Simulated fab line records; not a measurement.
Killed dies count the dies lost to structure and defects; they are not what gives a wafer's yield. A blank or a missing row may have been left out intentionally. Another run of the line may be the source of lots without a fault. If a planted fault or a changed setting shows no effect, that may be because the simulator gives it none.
fab line records	flow sky130
[record] lots = 24	wafers = 72	lastDay = 50
route steps=708 shown FIELD_ISO@26 SONOS_ONO@169 SD_P@331 METAL3@563 METAL5@676
lots that met no fault: taken from a fault-free run of the same line
startH: the number of hours between the record's first day and the start of the first shown wafer of the lot	waitH: hours since the lot's step before	" identical to the entry in the row above	L1.1+2: a row that stands for several wafers	- no value present, or no start provided	* or withheld: withheld	< > ~ a bound
route shown NAME@n: names a module that has steps shown in the file, with the first one's number in the route	usual: mean and standard deviation over wafers with no fault	same: alike in all rows	chamber/n: place in a boat	sites: the reading at each site	_std_site: standard deviation across them	_edge_site: mean of outer sites minus mean of inner sites	radiusMm: how far each site lies from the wafer's centre	mask NAME#n: copy n	behind: the most recent tool/chamber to have shaped the wafer	hold: why the lot went on hold/how many hours it stayed there/how the hold came to an end	device: which transistor (n, p or np) failed to switch	end of line: the route-end tests of the same wafers	where a step has no rows: the recipe by itself	killed: dies that structure and defects cost at the first sort, which is not the same as the wafer's yield	map: dies across one wafer; x = killed, . = not, _ = none there
set.NAME: the setting as run; set.NAME@STEP: as run at that earlier step	model.NAME: the simulator's own value behind a step, which no gauge read
one table for each step of the route and one row for each wafer, over a sample of lots
services: a tool's chamber out of use, with start hour (startH, from the record's first day; less than 0 if before it), hours out, and reason
[[steps]]
[step SKY_FIELD_ISO_THK_MEAS_25]
[recipe] reads = SiO2_of_FIELD_ISO_CVD_24
[usual] FIELD_ISO_CVD_24_THK = 596/7
lot.wafer	tool	chamber	startH	waitH	FIELD_ISO_CVD_24_THK[nm]
L074.2	filmMetro-02	-	32.61	0.0	597
L074.4	"	-	"	"	600
L074.5	"	-	"	"	597
L075.1	filmMetro-04	-	38.33	0.1	593
L075.4	"	-	"	"	597
L075.6	"	-	"	"	595
L076.3	filmMetro-02	-	44.17	0.1	595
L076.4	"	-	"	"	600
L076.5	"	-	"	"	589
L077.1	filmMetro-04	-	47.15	0.0	601
L077.4	"	-	"	"	602
L077.5	"	-	"	"	601
L078.4	filmMetro-04	-	50.96	0.0	599
L078.5	"	-	"	"	594
L078.6	"	-	"	"	602
L079.2	filmMetro-02	-	62.24	0.0	611
L079.4	"	-	"	"	612
L079.6	"	-	"	"	608
L080.1	filmMetro-02	-	64.66	0.0	606
L080.5	"	-	"	"	600
L080.6	"	-	"	"	602
L081.1	filmMetro-04	-	67.94	0.0	591
L081.2	"	-	"	"	591
L081.5	"	-	"	"	601
L082.1	filmMetro-04	-	71.84	0.0	597
L082.3	"	-	"	"	589
L082.5	"	-	"	"	598
L083.4	filmMetro-01	-	78.63	0.1	600
L083.5	"	-	"	"	603
L083.6	"	-	"	"	602
L084.1	filmMetro-04	-	84.35	0.0	599
L084.3	"	-	"	"	593
L084.4	"	-	"	"	597
L085.2	filmMetro-02	-	88.06	0.0	603
L085.3	"	-	"	"	602
L085.6	"	-	"	"	604
L086.1	filmMetro-04	-	93.97	0.0	601
L086.4	"	-	"	"	597
L086.6	"	-	"	"	593
L087.1	filmMetro-04	-	98.24	0.0	586
L087.2	"	-	"	"	590
L087.4	"	-	"	"	586
L088.2	filmMetro-04	-	103.69	0.0	598
L088.4	"	-	"	"	596
L088.5	"	-	"	"	593
L089.3	filmMetro-01	-	109.59	0.1	598
L089.5	"	-	"	"	587
L089.6	"	-	"	"	590
L090.1	filmMetro-02	-	114.37	0.0	595
L090.4	"	-	"	"	591
L090.5	"	-	"	"	583
L091.2	filmMetro-04	-	119.71	0.0	584
L091.3	"	-	"	"	585
L091.6	"	-	"	"	582
L092.1	filmMetro-02	-	124.57	0.0	586
L092.2	"	-	"	"	586
L092.3	"	-	"	"	582
L093.1	filmMetro-01	-	129.09	0.0	598
L093.3	"	-	"	"	595
L093.5	"	-	"	"	588
L094.1	filmMetro-04	-	134.33	0.0	600
L094.4	"	-	"	"	596
L094.6	"	-	"	"	597
L095.2	filmMetro-02	-	140.23	0.0	600
L095.3	"	-	"	"	601
L095.6	"	-	"	"	611
L096.1	filmMetro-04	-	145.25	0.0	601
L096.2	"	-	"	"	596
L096.3	"	-	"	"	594
L097.4	filmMetro-01	-	150.73	0.0	591
L097.5	"	-	"	"	595
L097.6	"	-	"	"	589
[step SKY_SONOS_ONO_THK_MEAS_01]
[recipe] reads = SiO2_of_SONOS_ONO_OXIDATION_00
[usual] SONOS_ONO_OXIDATION_THK = 2.59/0.067
lot.wafer	tool	chamber	startH	waitH	SONOS_ONO_OXIDATION_THK[nm]
L074.2	filmMetro-04	-	250.15	0.0	2.68
L074.4	"	-	"	"	2.63
L074.5	"	-	"	"	2.69
L075.1	filmMetro-02	-	261.30	0.0	2.66
L075.4	"	-	"	"	2.66
L075.6	"	-	"	"	2.64
L076.3	filmMetro-04	-	268.00	0.0	2.65
L076.4	"	-	"	"	2.65
L076.5	"	-	"	"	2.62
L077.1	filmMetro-02	-	274.64	0.0	2.68
L077.4	"	-	"	"	2.63
L077.5	"	-	"	"	2.57
L078.4	filmMetro-02	-	284.51	0.0	2.65
L078.5	"	-	"	"	2.70
L078.6	"	-	"	"	2.68
L079.2	filmMetro-01	-	299.22	0.0	2.58
L079.4	"	-	"	"	2.59
L079.6	"	-	"	"	2.53
L080.1	filmMetro-04	-	303.34	0.0	2.50
L080.5	"	-	"	"	2.52
L080.6	"	-	"	"	2.54
L081.1	filmMetro-02	-	306.31	0.0	2.51
L081.2	"	-	"	"	2.54
L081.5	"	-	"	"	2.55
L082.1	filmMetro-02	-	314.65	0.0	2.60
L082.3	"	-	"	"	2.58
L082.5	"	-	"	"	2.57
L083.4	filmMetro-04	-	323.42	0.0	2.46
L083.5	"	-	"	"	2.54
L083.6	"	-	"	"	2.43
L084.1	filmMetro-02	-	335.62	0.0	2.59
L084.3	"	-	"	"	2.66
L084.4	"	-	"	"	2.60
L085.2	filmMetro-01	-	339.78	0.0	2.64
L085.3	"	-	"	"	2.61
L085.6	"	-	"	"	2.64
L086.1	filmMetro-04	-	346.37	0.0	2.56
L086.4	"	-	"	"	2.61
L086.6	"	-	"	"	2.57
L087.1	filmMetro-04	-	354.56	0.0	2.59
L087.2	"	-	"	"	2.64
L087.4	"	-	"	"	2.63
L088.2	filmMetro-01	-	362.80	0.0	2.59
L088.4	"	-	"	"	2.62
L088.5	"	-	"	"	2.64
L089.3	filmMetro-02	-	370.23	0.0	2.61
L089.5	"	-	"	"	2.68
L089.6	"	-	"	"	2.62
L090.1	filmMetro-02	-	375.67	0.0	2.59
L090.4	"	-	"	"	2.62
L090.5	"	-	"	"	2.67
L091.2	filmMetro-01	-	383.31	0.0	2.61
L091.3	"	-	"	"	2.56
L091.6	"	-	"	"	2.48
L092.1	filmMetro-02	-	394.45	0.0	2.54
L092.2	"	-	"	"	2.52
L092.3	"	-	"	"	2.43
L093.1	filmMetro-01	-	400.51	0.0	2.76
L093.3	"	-	"	"	2.72
L093.5	"	-	"	"	2.70
L094.1	filmMetro-02	-	407.54	0.0	2.57
L094.4	"	-	"	"	2.58
L094.6	"	-	"	"	2.59
L095.2	filmMetro-02	-	418.96	0.0	2.60
L095.3	"	-	"	"	2.62
L095.6	"	-	"	"	2.61
L096.1	filmMetro-01	-	423.14	0.0	2.51
L096.2	"	-	"	"	2.55
L096.3	"	-	"	"	2.59
L097.4	filmMetro-02	-	435.15	0.0	2.55
L097.5	"	-	"	"	2.47
L097.6	"	-	"	"	2.56
[step SKY_SD_P_TW_MEAS_11]
[usual] SD_P_TW = 2811/18
lot.wafer	tool	chamber	startH	waitH	SD_P_TW
L074.2	filmMetro-01	-	583.75	0.1	2831
L074.4	"	-	"	"	2831
L074.5	"	-	"	"	2829
L075.1	filmMetro-04	-	600.89	0.1	2796
L075.4	"	-	"	"	2775
L075.6	"	-	"	"	2794
L076.3	filmMetro-01	-	609.38	0.1	2812
L076.4	"	-	"	"	2801
L076.5	"	-	"	"	2802
L077.1	filmMetro-04	-	619.51	0.1	2795
L077.4	"	-	"	"	2782
L077.5	"	-	"	"	2781
L078.4	filmMetro-01	-	635.74	0.1	2836
L078.5	"	-	"	"	2830
L078.6	"	-	"	"	2826
L079.2	filmMetro-03	-	644.22	0.1	2821
L079.4	"	-	"	"	2817
L079.6	"	-	"	"	2800
L080.1	filmMetro-03	-	653.21	0.1	2808
L080.5	"	-	"	"	2828
L080.6	"	-	"	"	2823
L081.1	filmMetro-04	-	654.76	0.1	2780
L081.2	"	-	"	"	2787
L081.5	"	-	"	"	2770
L082.1	filmMetro-03	-	664.51	0.1	2825
L082.3	"	-	"	"	2836
L082.5	"	-	"	"	2828
L083.4	filmMetro-01	-	671.64	0.1	2832
L083.5	"	-	"	"	2820
L083.6	"	-	"	"	2820
L084.1	filmMetro-04	-	685.41	0.1	2799
L084.3	"	-	"	"	2816
L084.4	"	-	"	"	2806
L085.2	filmMetro-03	-	690.57	0.1	2829
L085.3	"	-	"	"	2831
L085.6	"	-	"	"	2824
L086.1	filmMetro-03	-	696.49	0.1	2840
L086.4	"	-	"	"	2823
L086.6	"	-	"	"	2847
L087.1	filmMetro-01	-	702.76	0.1	2828
L087.2	"	-	"	"	2837
L087.4	"	-	"	"	2818
L088.2	filmMetro-04	-	709.42	0.1	2781
L088.4	"	-	"	"	2809
L088.5	"	-	"	"	2798
L089.3	filmMetro-01	-	718.56	0.1	2819
L089.5	"	-	"	"	2816
L089.6	"	-	"	"	2801
L090.1	filmMetro-04	-	721.41	0.1	2804
L090.4	"	-	"	"	2817
L090.5	"	-	"	"	2803
L091.2	filmMetro-03	-	728.77	0.1	2826
L091.3	"	-	"	"	2830
L091.6	"	-	"	"	2829
L092.1	filmMetro-03	-	742.31	0.1	2834
L092.2	"	-	"	"	2822
L092.3	"	-	"	"	2828
L093.1	filmMetro-01	-	747.46	0.1	2796
L093.3	"	-	"	"	2812
L093.5	"	-	"	"	2822
L094.1	filmMetro-01	-	753.54	0.1	2827
L094.4	"	-	"	"	2805
L094.6	"	-	"	"	2812
L095.2	filmMetro-04	-	762.70	0.1	2764
L095.3	"	-	"	"	2774
L095.6	"	-	"	"	2793
L096.1	filmMetro-01	-	766.84	0.1	2809
L096.2	"	-	"	"	2785
L096.3	"	-	"	"	2794
L097.4	filmMetro-04	-	774.04	0.1	2793
L097.5	"	-	"	"	2791
L097.6	"	-	"	"	2789
[step SKY_METAL3_CD_MEAS_13]
[recipe] targetCdNm = 300
[usual] cdNm = 300.7/1.6
lot.wafer	tool	chamber	startH	waitH	cdNm
L074.2	cdSem-01	-	899.97	-	299.5
L074.4	"	-	"	"	302.2
L074.5	"	-	"	"	299.9
L075.1	cdSem-02	-	914.43	-	301.7
L075.4	"	-	"	"	299.6
L075.6	"	-	"	"	302.4
L076.3	cdSem-01	-	919.62	-	301.5
L076.4	"	-	"	"	300.6
L076.5	"	-	"	"	300.7
L077.1	cdSem-01	-	930.65	-	297.7
L077.4	"	-	"	"	297.8
L077.5	"	-	"	"	297.7
L078.4	cdSem-02	-	944.36	-	302.1
L078.5	"	-	"	"	300.2
L078.6	"	-	"	"	300.2
L079.2	cdSem-01	-	953.25	-	303.0
L079.4	"	-	"	"	303.1
L079.6	"	-	"	"	301.6
L081.1	cdSem-01	-	957.81	-	300.9
L081.2	"	-	"	"	302.1
L081.5	"	-	"	"	302.0
L080.1	cdSem-02	-	959.18	-	299.4
L080.5	"	-	"	"	299.4
L080.6	"	-	"	"	299.3
L082.1	cdSem-01	-	968.73	-	299.9
L082.3	"	-	"	"	299.4
L082.5	"	-	"	"	300.5
L083.4	cdSem-02	-	971.97	-	301.3
L083.5	"	-	"	"	303.7
L083.6	"	-	"	"	303.2
L084.1	cdSem-02	-	987.38	-	300.7
L084.3	"	-	"	"	300.7
L084.4	"	-	"	"	301.6
L085.2	cdSem-02	-	989.30	-	300.7
L085.3	"	-	"	"	299.8
L085.6	"	-	"	"	300.4
L086.1	cdSem-02	-	996.96	-	302.5
L086.4	"	-	"	"	303.6
L086.6	"	-	"	"	303.9
L087.1	cdSem-01	-	1001.60	-	299.9
L087.2	"	-	"	"	299.0
L087.4	"	-	"	"	299.3
L088.2	cdSem-02	-	1007.42	-	301.5
L088.4	"	-	"	"	301.4
L088.5	"	-	"	"	302.0
L089.3	cdSem-02	-	1013.44	-	300.1
L089.5	"	-	"	"	300.2
L089.6	"	-	"	"	301.2
L090.1	cdSem-01	-	1015.48	-	300.7
L090.4	"	-	"	"	301.5
L090.5	"	-	"	"	300.3
L091.2	cdSem-02	-	1023.30	-	298.4
L091.3	"	-	"	"	299.4
L091.6	"	-	"	"	298.3
L092.1	cdSem-02	-	1034.30	-	298.1
L092.2	"	-	"	"	298.3
L092.3	"	-	"	"	297.6
L093.1	cdSem-02	-	1038.58	-	299.6
L093.3	"	-	"	"	301.1
L093.5	"	-	"	"	302.1
L094.1	cdSem-02	-	1044.70	-	300.8
L094.4	"	-	"	"	300.3
L094.6	"	-	"	"	301.3
L095.2	cdSem-01	-	1052.73	-	301.6
L095.3	"	-	"	"	301.2
L095.6	"	-	"	"	299.7
L096.1	cdSem-01	-	1054.85	-	302.7
L096.2	"	-	"	"	301.6
L096.3	"	-	"	"	302.0
L097.4	cdSem-01	-	1059.82	-	301.6
L097.5	"	-	"	"	301.6
L097.6	"	-	"	"	302.5
[step SKY_METAL5_METAL_ETCH_15]
[recipe] targetDepthA = 12600	stopOn = SiO2	overEtchFrac = 0.2	timeS = 252	chemistry = Cl2/BCl3	resistSidewallDeg = 86	pressureMtorr = 10	icpW = 900	biasW = 48.5	Cl2_flow_sccm = 60	bcl3FlowSccm = 30
[usual] chamberPressureMTorr = 10.000/0.0099	drypumpMotorCurrentA = 6.0/0.56	oesProductAu = 0.895/0.0045	throttleValvePct = 22.264/0.0097
lot.wafer	tool	chamber	startH	waitH	chamberPressureMTorr	drypumpMotorCurrentA	oesProductAu	rfHoursCounterH	throttleValvePct
L074.2	rieMetal-04	0	1030.33	0.1	10.016	5.5	0.887	-	22.265
L074.4	"	0	"	"	10.008	5.5	0.898	-	22.261
L074.5	"	0	"	"	10.001	5.5	0.895	-	22.268
L075.1	rieMetal-04	0	1042.17	0.1	9.999	5.5	0.884	21	22.272
L075.4	"	0	"	"	10.004	5.4	0.897	-	22.261
L075.6	"	0	"	"	10.002	5.5	0.894	-	22.268
L076.3	rieMetal-02	0	1046.87	0.1	10.008	6.0	0.894	-	22.260
L076.4	"	1	"	"	9.985	6.3	0.894	-	22.258
L076.5	"	1	"	"	10.003	6.3	0.891	-	22.251
L077.1	rieMetal-02	0	1056.64	0.0	10.005	6.0	0.897	19	22.276
L077.4	"	0	"	"	9.991	6.0	0.898	-	22.275
L077.5	"	0	"	"	9.977	6.0	0.892	-	22.278
L078.4	rieMetal-03	0	1069.52	0.1	9.999	5.0	0.894	-	22.266
L078.5	"	1	"	"	10.001	5.8	0.897	-	22.279
L078.6	"	0	"	"	9.996	5.0	0.901	-	22.252
L079.2	rieMetal-02	1	1076.97	0.0	9.991	6.4	0.899	17	22.272
L079.4	"	0	"	"	9.998	6.0	0.897	-	22.258
L079.6	"	0	"	"	10.002	6.0	0.898	-	22.270
L081.1	rieMetal-03	0	1080.62	0.0	9.997	5.0	0.899	12	22.258
L081.2	"	1	"	"	9.997	5.8	0.885	16	22.261
L081.5	"	0	"	"	10.000	5.0	0.894	-	22.251
L080.1	rieMetal-02	1	1081.74	0.0	10.009	6.3	0.894	17	22.281
L080.5	"	0	"	"	9.998	6.0	0.888	-	22.261
L080.6	"	1	"	"	10.013	6.3	0.897	-	22.276
L082.1	rieMetal-03	1	1089.24	0.0	9.961	5.8	0.898	17	22.250
L082.3	"	0	"	"	10.007	5.0	0.893	-	22.282
L082.5	"	0	"	"	9.990	5.0	0.886	-	22.276
L083.4	rieMetal-02	0	1092.92	0.1	10.012	6.0	0.890	-	22.262
L083.5	"	0	"	"	10.005	6.0	0.890	-	22.259
L083.6	"	1	"	"	9.990	6.3	0.902	-	22.272
L084.1	rieMetal-03	0	1106.72	0.0	10.009	5.0	0.893	14	22.269
L084.3	"	0	"	"	10.011	5.0	0.900	-	22.269
L084.4	"	1	"	"	10.012	5.8	0.903	-	22.262
L085.2	rieMetal-04	0	1107.02	0.0	10.004	5.4	0.893	26	22.270
L085.3	"	1	"	"	9.996	6.8	0.894	-	22.249
L085.6	"	0	"	"	9.991	5.5	0.898	-	22.254
L086.1	rieMetal-02	1	1116.39	0.0	9.999	6.4	0.902	20	22.259
L086.4	"	1	"	"	10.005	6.3	0.896	-	22.285
L086.6	"	0	"	"	9.989	6.0	0.894	-	22.253
L087.1	rieMetal-04	0	1119.37	0.0	10.016	5.5	0.890	27	22.270
L087.2	"	1	"	"	9.985	6.8	0.890	5	22.267
L087.4	"	0	"	"	9.986	5.5	0.895	-	22.268
L088.2	rieMetal-02	1	1121.74	0.0	9.999	6.4	0.889	21	22.253
L088.4	"	0	"	"	10.002	6.0	0.894	-	22.264
L088.5	"	1	"	"	9.996	6.3	0.886	-	22.254
L089.3	rieMetal-04	0	1127.87	0.1	10.004	5.5	0.906	-	22.266
L089.5	"	1	"	"	10.012	6.8	0.901	-	22.264
L089.6	"	0	"	"	9.997	5.4	0.892	-	22.286
L090.1	rieMetal-02	0	1129.59	0.0	9.984	6.0	0.893	25	22.258
L090.4	"	0	"	"	10.004	6.0	0.897	-	22.285
L090.5	"	0	"	"	10.009	6.0	0.897	-	22.258
L091.2	rieMetal-03	0	1136.89	0.0	10.000	5.0	0.894	15	22.281
L091.3	"	0	"	"	10.033	5.0	0.891	-	22.267
L091.6	"	0	"	"	9.993	5.0	0.892	-	22.263
L092.1	rieMetal-03	0	1143.74	0.0	9.999	5.0	0.893	16	22.258
L092.2	"	1	"	"	10.004	5.8	0.893	19	22.270
L092.3	"	1	"	"	10.010	5.8	0.893	-	22.274
L093.1	rieMetal-04	0	1146.07	0.0	10.016	5.5	0.895	29	22.264
L093.3	"	1	"	"	9.993	6.8	0.896	-	22.272
L093.5	"	0	"	"	9.999	5.5	0.892	-	22.260
L094.1	rieMetal-04	1	1150.63	0.1	9.987	6.8	0.888	8	22.236
L094.4	"	1	"	"	9.998	6.8	0.888	-	22.282
L094.6	"	1	"	"	9.995	6.8	0.888	-	22.266
L095.2	rieMetal-02	0	1157.64	0.0	10.000	6.0	0.896	28	22.269
L095.3	"	0	"	"	10.005	6.0	0.895	-	22.254
L095.6	"	1	"	"	9.996	6.3	0.884	-	22.268
L096.1	rieMetal-04	1	1160.33	0.1	9.997	6.8	0.900	9	22.244
L096.2	"	1	"	"	10.005	6.8	0.891	-	22.254
L096.3	"	1	"	"	10.003	6.8	0.893	-	22.260
L097.4	rieMetal-02	1	1163.77	0.1	9.988	6.3	0.889	-	22.259
L097.5	"	1	"	"	9.995	6.3	0.887	-	22.256
L097.6	"	0	"	"	10.005	6.0	0.897	-	22.248
[step SKY_METAL5_STRIP_16]
[recipe] chemistry = O2/N2	powerW = 1400	pressureMtorr = 1500	platenTempC = withheld	o2FlowSccm = 3000	n2FlowSccm = 300	overashFraction = 0.5
[usual] chamberPressureMTorr = 1500.0/1.2	drypumpMotorCurrentA = 5.6/0.34	oesProductAu = 0.710/0.0042	stripTimeToEndpointS = 13.04/0.13
lot.wafer	tool	chamber	startH	waitH	chamberPressureMTorr	drypumpMotorCurrentA	oesProductAu	rfHoursCounterH	stripTimeToEndpointS
L074.2	plasmaAsher-03	0	1030.72	0.3	1497.1	5.1	0.710	27	12.84
L074.4	"	0	"	"	1500.2	5.1	0.716	-	12.95
L074.5	"	1	"	"	1500.8	6.0	0.709	-	12.84
L075.1	plasmaAsher-02	1	1042.64	0.4	1497.0	5.5	0.712	88	13.02
L075.4	"	0	"	"	1499.5	5.5	0.706	-	13.14
L075.6	"	1	"	"	1500.1	5.5	0.713	-	13.15
L076.3	plasmaAsher-01	1	1047.06	0.1	1502.7	5.5	0.706	-	13.02
L076.4	"	0	"	"	1499.9	6.4	0.708	-	13.45
L076.5	"	1	"	"	1502.2	5.5	0.712	-	13.43
L077.1	plasmaAsher-02	1	1056.88	0.2	1500.9	5.4	0.709	89	13.01
L077.4	"	0	"	"	1500.0	5.6	0.710	-	13.05
L077.5	"	1	"	"	1498.0	5.5	0.719	-	12.96
L078.4	plasmaAsher-02	1	1069.71	0.1	1498.6	5.5	0.701	-	12.91
L078.5	"	1	"	"	1500.9	5.4	0.705	-	12.87
L078.6	"	0	"	"	1501.9	5.6	0.711	-	12.94
L079.2	plasmaAsher-03	1	1077.20	0.2	1501.3	6.0	0.712	32	13.24
L079.4	"	1	"	"	1500.5	6.0	0.707	-	13.02
L079.6	"	0	"	"	1500.0	5.1	0.709	-	13.09
L081.1	plasmaAsher-02	1	1080.85	0.2	1499.8	5.5	0.708	92	12.90
L081.2	"	0	"	"	1498.2	5.6	0.715	92	12.99
L081.5	"	1	"	"	1498.6	5.5	0.715	-	12.98
L080.1	plasmaAsher-02	0	1081.98	0.2	1499.3	5.6	0.705	92	13.03
L080.5	"	1	"	"	1499.4	5.5	0.711	-	13.01
L080.6	"	0	"	"	1500.7	5.5	0.713	-	13.09
L082.1	plasmaAsher-01	1	1089.48	0.2	1500.4	5.5	0.715	2	13.09
L082.3	"	0	"	"	1501.7	6.3	0.708	-	13.05
L082.5	"	1	"	"	1499.6	5.6	0.711	-	13.06
L083.4	plasmaAsher-03	1	1093.11	0.1	1500.4	6.0	0.715	-	12.94
L083.5	"	1	"	"	1498.7	6.0	0.717	-	12.91
L083.6	"	0	"	"	1501.5	5.1	0.709	-	13.12
L084.1	plasmaAsher-03	1	1106.95	0.2	1501.4	6.0	0.713	34	13.13
L084.3	"	1	"	"	1499.9	6.0	0.712	-	13.06
L084.4	"	0	"	"	1498.8	5.1	0.708	-	13.08
L085.2	plasmaAsher-02	0	1107.25	0.2	1499.5	5.5	0.716	95	13.14
L085.3	"	0	"	"	1497.8	5.5	0.709	-	12.99
L085.6	"	0	"	"	1499.2	5.5	0.721	-	13.11
L086.1	plasmaAsher-02	1	1116.62	0.2	1497.2	5.4	0.712	96	13.18
L086.4	"	1	"	"	1499.0	5.4	0.708	-	13.21
L086.6	"	1	"	"	1498.6	5.4	0.713	-	12.97
L087.1	plasmaAsher-02	1	1119.60	0.2	1500.1	5.5	0.711	97	13.12
L087.2	"	0	"	"	1499.7	5.6	0.711	97	12.88
L087.4	"	0	"	"	1496.5	5.6	0.707	-	12.99
L088.2	plasmaAsher-02	0	1121.97	0.2	1501.0	5.6	0.712	97	13.20
L088.4	"	1	"	"	1499.8	5.5	0.707	-	12.96
L088.5	"	0	"	"	1500.5	5.6	0.706	-	13.16
L089.3	plasmaAsher-02	1	1128.06	0.1	1502.0	5.5	0.711	-	13.12
L089.5	"	0	"	"	1499.1	5.5	0.713	-	12.93
L089.6	"	1	"	"	1498.1	5.4	0.708	-	13.09
L090.1	plasmaAsher-01	0	1129.83	0.2	1500.6	6.4	0.715	4	13.01
L090.4	"	0	"	"	1499.4	6.4	0.715	-	12.94
L090.5	"	1	"	"	1500.0	5.6	0.706	-	12.84
L091.2	plasmaAsher-03	1	1137.13	0.2	1499.5	6.0	0.706	38	13.00
L091.3	"	1	"	"	1501.8	6.0	0.706	-	12.96
L091.6	"	1	"	"	1501.1	6.0	0.701	-	12.99
L092.1	plasmaAsher-02	1	1143.97	0.2	1500.2	5.5	0.706	99	13.13
L092.2	"	0	"	"	1500.6	5.6	0.700	99	13.07
L092.3	"	1	"	"	1498.6	5.5	0.713	-	13.09
L093.1	plasmaAsher-03	0	1146.30	0.2	1498.2	5.1	0.708	39	13.04
L093.3	"	1	"	"	1498.6	6.0	0.702	-	12.89
L093.5	"	0	"	"	1501.8	5.1	0.717	-	13.14
L094.1	plasmaAsher-02	0	1151.10	0.4	1500.4	5.5	0.719	100	12.97
L094.4	"	1	"	"	1500.0	5.5	0.712	-	13.16
L094.6	"	0	"	"	1499.2	5.6	0.714	-	12.94
L095.2	plasmaAsher-01	1	1157.87	0.2	1499.3	5.5	0.706	6	12.89
L095.3	"	1	"	"	1500.2	5.5	0.704	-	12.94
L095.6	"	0	"	"	1500.4	6.4	0.704	-	13.05
L096.1	plasmaAsher-01	1	1160.80	0.4	1499.8	5.5	0.713	7	12.88
L096.2	"	0	"	"	1500.3	6.4	0.714	7	12.95
L096.3	"	0	"	"	1500.1	6.4	0.707	-	12.91
L097.4	plasmaAsher-02	0	1163.96	0.1	1498.5	5.6	0.709	-	13.13
L097.5	"	0	"	"	1500.1	5.6	0.710	-	13.23
L097.6	"	1	"	"	1500.5	5.5	0.706	-	12.85
[[services]]
tool	chamber	startH	hours	kind
rieMetal-04	1	1027.43	-	clean
rieMetal-04	1	1027.43	16.1	scheduledDown
rieMetal-04	1	1027.43	16.1	ventCycle
rieMetal-02	-	1028.71	2.8	pm
plasmaAsher-01	-	1048.28	14.6	pm
plasmaAsher-01	-	1062.88	9.0	pm
plasmaAsher-01	0	1062.88	9.0	ventCycle
plasmaAsher-01	1	1062.88	9.0	ventCycle
plasmaAsher-01	-	1068.35	0.5	repair
plasmaAsher-01	0	1071.88	-	clean
plasmaAsher-01	1	1071.88	-	clean
plasmaAsher-03	-	1081.44	9.2	repair
rieMetal-04	-	1087.69	2.8	pm
rieMetal-02	-	1090.11	1.2	repair
plasmaAsher-01	-	1105.20	18.5	repair
rieMetal-03	-	1107.28	28.1	pm
plasmaAsher-01	-	1114.99	0.9	repair
plasmaAsher-03	-	1147.83	15.6	pm
rieMetal-04	0	1149.68	-	clean
rieMetal-04	0	1149.68	-	consumableReplace:focusRing
rieMetal-04	0	1149.68	15.3	scheduledDown
rieMetal-04	0	1149.68	15.3	ventCycle
[[key]]
fault none
